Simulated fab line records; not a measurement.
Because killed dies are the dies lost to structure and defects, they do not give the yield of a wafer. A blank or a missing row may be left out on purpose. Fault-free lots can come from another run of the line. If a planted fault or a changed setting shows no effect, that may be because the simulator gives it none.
Which tool did it? / flow sky130 / 39 wafers from 13 lots sampled at 2 of the route's 708 steps

WHAT THE GAUGES SHOWED, per wafer
SKY_VIA4_BOW_MEAS_03. Usual: VIA4_BOW 82 um, standard deviation 7.7.
lot=L804; measured=day 41 18:41; on=film metro-02; VIA4_BOW (um)=90 90 89; flag=
lot=L805; measured=day 41 19:49; on=film metro-01; VIA4_BOW (um)=87 74 87; flag=
lot=L806; measured=day 42 18:28; on=film metro-03; VIA4_BOW (um)=86 81 79; flag=
lot=L807; measured=day 42 19:01; on=film metro-02; VIA4_BOW (um)=81 79 77; flag=
lot=L808; measured=day 42 20:51; on=film metro-02; VIA4_BOW (um)=76 93 87; flag=
lot=L809; measured=day 43 05:22; on=film metro-02; VIA4_BOW (um)=77 76 86; flag=
lot=L811; measured=day 44 02:06; on=film metro-03; VIA4_BOW (um)=78 89 86; flag=
lot=L812; measured=day 44 02:25; on=film metro-01; VIA4_BOW (um)=70 71 75; flag=
lot=L813; measured=day 44 11:58; on=film metro-01; VIA4_BOW (um)=79 71 78; flag=
lot=L815; measured=day 44 21:07; on=film metro-01; VIA4_BOW (um)=74 75 89; flag=
lot=L817; measured=day 45 15:21; on=film metro-03; VIA4_BOW (um)=73 84 91; flag=
lot=L819; measured=day 46 05:40; on=film metro-01; VIA4_BOW (um)=93 88 72; flag=
lot=L820; measured=day 46 07:29; on=film metro-01; VIA4_BOW (um)=81 89 72; flag=

TOOL THAT RAN EACH LOT (tool first, then ch and the chambers of the sampled wafers, then the start)
lot=L804; SKY_FIELD_ISO_WET_ETCH_29=wet bench-03 ch 0, day 2 12:23
lot=L805; SKY_FIELD_ISO_WET_ETCH_29=wet bench-03 ch 0, day 2 13:53
lot=L806; SKY_FIELD_ISO_WET_ETCH_29=wet bench-03 ch 0, day 2 18:38
lot=L807; SKY_FIELD_ISO_WET_ETCH_29=wet bench-01 ch 2, day 3 01:19
lot=L808; SKY_FIELD_ISO_WET_ETCH_29=wet bench-03 ch 1, day 3 06:56
lot=L809; SKY_FIELD_ISO_WET_ETCH_29=wet bench-01 ch 0, day 3 11:58
lot=L811; SKY_FIELD_ISO_WET_ETCH_29=wet bench-04 ch 2, day 4 00:18
lot=L812; SKY_FIELD_ISO_WET_ETCH_29=wet bench-01 ch 2, day 4 05:34
lot=L813; SKY_FIELD_ISO_WET_ETCH_29=wet bench-03 ch 1, day 4 10:55
lot=L815; SKY_FIELD_ISO_WET_ETCH_29=wet bench-01 ch 1, day 4 18:32
lot=L817; SKY_FIELD_ISO_WET_ETCH_29=wet bench-01 ch 0, day 5 06:13
lot=L819; SKY_FIELD_ISO_WET_ETCH_29=wet bench-01 ch 3, day 5 15:18
lot=L820; SKY_FIELD_ISO_WET_ETCH_29=wet bench-01 ch 3, day 5 23:01
- SKY_FIELD_ISO_WET_ETCH_29: etches Si3N4 in H3PO4, target depth 160 nm, time 1825 s.

WHAT THE TOOLS THEMSELVES READ (means of the sampled wafers that have a number; where no wafer has one, the mark that the record gives instead)
The record holds no such reading with a usual standard deviation.

THE ANSWER, worked out from the rows above alone
Rule: take the mean of a lot's wafers that have a number; if it is more than 3 standard deviations from the usual mean, the lot is off. A lot without any number at a reading at which 4 lots or more have one is off too. The other lots that the step has rows for count as sound. The gauges are gone through in route order, then the tools' own readings, and for those a lot's mean is taken as printed above. At the first step where some lot is off, the reading lying furthest off is the one used; lots without a number count as furthest.
No lot is off at any reading shown: from this, nothing can be told.

WHAT THE SIMULATOR HAD PUT IN
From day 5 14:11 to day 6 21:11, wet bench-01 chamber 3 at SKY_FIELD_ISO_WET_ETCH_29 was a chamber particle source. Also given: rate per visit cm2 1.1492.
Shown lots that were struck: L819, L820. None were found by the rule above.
